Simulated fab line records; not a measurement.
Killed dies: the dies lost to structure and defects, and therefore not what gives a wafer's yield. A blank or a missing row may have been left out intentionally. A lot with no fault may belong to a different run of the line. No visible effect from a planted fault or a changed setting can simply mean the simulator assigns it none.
A lot that was struck, set against a sound lot | flow sky130 | 36 steps out of a route of 708
Sound: wafers L572.2, L572.4, L572.6. Wafers struck: L588.1, L588.2, L588.4. The cause is given at the end.
For every step that has rows: the tool of each side, followed by ch and its chambers, followed by its first start. Under that, the readings that differ: sound wafers | struck wafers | difference of the means | sigmas: that difference in standard deviations of wafers without a fault.
alike: words and numbers the same on both sides, and readings whose means are apart by under 2 such deviations; not compared: readings that were withheld, readings missing a value for some wafer, numbers with overlapping values and no deviation given by the record, and bounds like >300 which may hide the same value.
A row with sigmas, a row that says differs or no value, or rows on one side alone: a step with any of these is where the two part. When numbers do not overlap yet have no deviation, they are printed without sigmas and do not part them. A reading missing from all wafers of one side parts the sides only when that side holds two or more wafers.

first, 10 steps without rows for these wafers: SKY_GATE_OXIDE_COAT_05 (resist thk 1140 nm); SKY_GATE_OXIDE_SOFTBAKE_06 (time 60 s); SKY_GATE_OXIDE_EXPOSE_07 (exposes mask LVOM, target cd 600 nm); SKY_GATE_OXIDE_PEB_08; SKY_GATE_OXIDE_DEVELOP_09 (develop time 60 s); SKY_GATE_OXIDE_IMPLANT_11; SKY_GATE_OXIDE_WET_ETCH_12 (etches SiO2 in dHF, target depth 16.8 nm, time 336 s); SKY_GATE_OXIDE_STRIP_13 (strips in O2/N2); SKY_GATE_OXIDE_CLEAN_15 (cleans in SC1/SC2, time 150 s); SKY_GATE_OXIDE_OXIDATION_16 (stabilise 600 s, purge 300 s, target thk 3.57 nm).
SKY_POLY_GATE_CVD_00: deposits poly-Si, target thk 180 nm, time 720 s.
  sound on lpcvd-01 ch 1, day 13 10:40; struck on lpcvd-01 ch 0, day 19 19:17
  reading                                       | sound                | struck               | difference | sigmas
  spike-tc-centre-C (C)                         | 619.9 622.1 620.5    | 605.8 603.3 603.7    | -16.6      | -14
  spike-tc-lower-C (C)                          | 616.4 619.6 617.7    | 605.1 607.6 606.4    | -11.5      | -9
  spike-tc-top-C (C)                            | 644.1 643.6 643.5    | 624.0 624.4 625.0    | -19.3      | -9
  spike-tc-upper-C (C)                          | 623.9 619.1 619.1    | 605.6 604.6 605.3    | -15.5      | -16
  susceptor-temp-C (C)                          | 620.76 620.81 620.00 | 605.68 605.47 605.64 | -14.93     | -60
  model.poly-Si_of_POLY_GATE_CVD_00.thk-nm (nm) | 179.9 176.8 178.8    | 127.3 127.4 126.8    | -51.3      |
  alike: spike-tc-bottom-C
SKY_POLY_GATE_THK_MEAS_01:
  sound on film-metro-02 at day 13 11:52; struck on film-metro-04 at day 19 20:29
  reading                   | sound             | struck            | difference | sigmas
  POLY_GATE_CVD_00_THK (nm) | 180.0 176.8 178.6 | 127.2 127.4 126.8 | -51.3      | -30
then, 9 steps without rows for these wafers: SKY_RES_PROTECT_DEHYDRATE_00 (time 60 s); SKY_RES_PROTECT_HMDS_01 (prime time 60 s); SKY_RES_PROTECT_COAT_02 (resist thk 1140 nm); SKY_RES_PROTECT_SOFTBAKE_03 (time 60 s); SKY_RES_PROTECT_EXPOSE_04 (exposes mask RPM, target cd 1270 nm); SKY_RES_PROTECT_PEB_05; SKY_RES_PROTECT_DEVELOP_06 (develop time 60 s); SKY_POLY_GATE_IMPLANT_02; SKY_RES_PROTECT_STRIP_07 (strips in O2/N2).
SKY_RES_PROTECT_CLEAN_09: cleans in SC1/SC2, time 150 s.
  sound on wet-bench-03 ch 3, day 14 13:40; struck on wet-bench-04 ch 1, day 21 03:04
  reading                                       | sound             | struck            | difference | sigmas
  model.poly-Si_of_POLY_GATE_CVD_00.thk-nm (nm) | 179.3 176.2 178.2 | 126.7 126.7 126.1 | -51.4      |
then, 11 steps without rows for these wafers: SKY_POLY_GATE_CVD_03 (deposits Si3N4 from DCS/NH3, target thk 75 nm, time 1290 s); SKY_POLY_GATE_DEHYDRATE_05 (time 60 s); SKY_POLY_GATE_HMDS_06 (prime time 60 s); SKY_POLY_GATE_COAT_07 (resist thk 110 nm); SKY_POLY_GATE_COAT_08 (resist thk 450 nm); SKY_POLY_GATE_SOFTBAKE_09 (time 90 s); SKY_POLY_GATE_EXPOSE_10 (exposes mask P1M, target cd 150 nm); SKY_POLY_GATE_PEB_11; SKY_POLY_GATE_DEVELOP_12 (develop time 60 s); SKY_POLY_GATE_ETCH_15 (etches BARC in N2/H2, stops on SiO2, time 118.5 s, target depth 110 nm); SKY_POLY_GATE_ETCH_16 (etches Si3N4 in CH3F/O2, stops on poly-Si, time 147.5 s, target depth 75 nm).
SKY_POLY_GATE_ETCH_17: etches poly-Si in HBr/Cl2, stops on SiO2, target depth 180 nm, time 70.5 s.
  sound on rie-si-02 ch 1,2, day 15 19:34; struck on rie-si-01 ch 0,2,3, day 22 11:53
  reading                               | sound             | struck            | difference | sigmas
  oes-product-au (a.u.)                 | 0.983 0.987 0.984 | 0.784 0.788 0.785 | -0.199     | -26
  model.etch.depth-nm (nm)              | 179.3 176.2 178.2 | 126.7 126.7 126.1 | -51.4      |
  model.POLY_GATE.feature-depth-nm (nm) | 179.3 176.2 178.2 | 126.7 126.7 126.1 | -51.4      |
  alike: HBr_flow_sccm, bias-w, drypump-motor-current-A, throttle-valve-pct
  not compared: rf-hours-counter-h
then, 1 step without rows for these wafers: SKY_POLY_GATE_STRIP_18 (strips in O2/N2).
-- the record jumps here: 27 days lie between the struck wafers' starts before and after (it left off in module POLY_GATE and takes up again in module PAD_OPEN, whose first step shown is number 708 of the route) --
SKY_PAD_OPEN_PROBE_99:
  sound on prober-01 at day 45 00:43; struck on prober-02 at day 49 18:50
  reading                             | sound             | struck            | difference | sigmas
  model.etest.res-high-po.line-ohm-um | 750.2 754.5 744.5 | 1008 1020 1034    | +271       |
  model.etest.res-poly.line-ohm-um    | 507.9 534.9 513.7 | 727.1 736.7 739.4 | +215.6     |
  model.etest.tip-sonos.rs-ohm-sq     | 2633 2624 2609    | 2511 2475 2499    | -127       |
  model.etest.res-high-po.rs-ohm-sq   | 264.1 260.3 262.6 | 357.1 355.7 360.1 | +95.3      |
  model.etest.res-poly.rs-ohm-sq      | 49.12 49.12 49.39 | 68.18 68.42 69.1  | +19.36     |
  model.etest.cap-li-to-poly.c-af-um2 | 97.92 96.48 98.17 | 83.89 86.72 84.83 | -12.38     |
  model.etest.tip-n.rs-ohm-sq         | 445.5 442.4 446.4 | 431.1 431.1 431.1 | -13.7      |
  alike: killed_at_M0_to_M3, killed_at_M4_up, killed-at-contacts, killed-at-front-end, killed-at-other, killed-dies, killed-open, killed-short
  not compared: model.etest.res-pwde-under-gate.rs-ohm-sq

== WHERE THEY PART ==
First at SKY_POLY_GATE_CVD_00; last, within this record, at SKY_POLY_GATE_ETCH_17. Later steps at which nothing parts them and some readings are alike: SKY_PAD_OPEN_PROBE_99.

WHY: the cause the simulator had injected
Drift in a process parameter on lpcvd-01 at SKY_POLY_GATE_CVD_00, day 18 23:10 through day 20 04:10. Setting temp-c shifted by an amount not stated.
